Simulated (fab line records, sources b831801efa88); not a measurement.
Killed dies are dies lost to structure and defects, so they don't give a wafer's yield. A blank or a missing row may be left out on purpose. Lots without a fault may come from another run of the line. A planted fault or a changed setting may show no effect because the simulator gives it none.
Chamber matching | flow sky130 | SKY_FIELD_ISO_ETCH_15 on rie_diel-03: 4 sister chambers
The step etches the open film in CHF3/O2, stops on Si, target depth 180 nm, time 72 s. 14 wafers are shown with their chamber, then 6 later ones without.

WAFERS WITH THEIR CHAMBER
wafer  | chamber | drypump_motor_current_A (A) | rf_fwd_power_W (W) | oes_product_au (a.u.)
L555.2 | 1       | 5.6                         | 596.1              | 0.942
L555.3 | 3       | 5.9                         | 597.7              | 0.951
L555.4 | 2       | 6.3                         | 594.0              | 0.946
L560.2 | 2       | 6.3                         | 594.1              | 0.948
L560.4 | 2       | 6.2                         | 597.4              | 0.948
L560.6 | 3       | 5.9                         | 594.7              | 0.951
L561.2 | 0       | 5.6                         | 593.1              | 0.931
L561.4 | 2       | 6.3                         | 593.7              | 0.943
L561.6 | 0       | 5.6                         | 592.5              | 0.942
L563.4 | 1       | 5.5                         | 599.7              | 0.947
L563.6 | 1       | 5.5                         | 599.3              | 0.942
L565.1 | 0       | 5.6                         | 594.5              | 0.945
L565.3 | 3       | 5.9                         | 595.2              | 0.943
L565.4 | 1       | 5.6                         | 595.5              | 0.949

SIGNATURES (means of the wafers above)
reading                 | chamber 0 | chamber 1 | chamber 2 | chamber 3 | scatter within a chamber
drypump_motor_current_A | 5.600     | 5.550     | 6.275     | 5.900     | 0.0418
rf_fwd_power_W          | 593.367   | 597.650   | 594.800   | 595.867   | 1.74
oes_product_au          | 0.93933   | 0.94500   | 0.94625   | 0.94833   | 0.00454
Rule: a wafer's distance from a chamber is the root of the sum, over the readings, of the square of ((its reading less the chamber's mean) divided by the reading's scatter). The wafer belongs to the nearest chamber; if the next one is less than 2 further off, it can't be placed. The scatter: the root of (the sum of the squares of (reading less its chamber's mean) over the shown wafers, divided by (wafers less chambers)).

WAFERS WITHOUT THEIR CHAMBER
wafer  | drypump_motor_current_A (A) | rf_fwd_power_W (W) | oes_product_au (a.u.)
L572.1 | 5.5                         | 596.1              | 0.953
L572.4 | 5.6                         | 591.9              | 0.948
L572.6 | 5.6                         | 592.3              | 0.950
L574.1 | 5.6                         | 599.1              | 0.949
L574.3 | 5.6                         | 598.7              | 0.950
L574.6 | 6.3                         | 589.9              | 0.939

WHICH CHAMBER EACH WENT THROUGH
wafer  | from the rows above     | in truth
L572.1 | can't be placed: 1 or 0 | 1
L572.4 | can't be placed: 0 or 1 | 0
L572.6 | can't be placed: 0 or 1 | 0
L574.1 | 1                       | 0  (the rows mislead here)
L574.3 | 1                       | 1
L574.6 | 2                       | 2
Placed correctly: 2 of 6. Can't be placed from these rows: 3 (the true chamber is among the candidates in 3). Placed wrongly: 1.
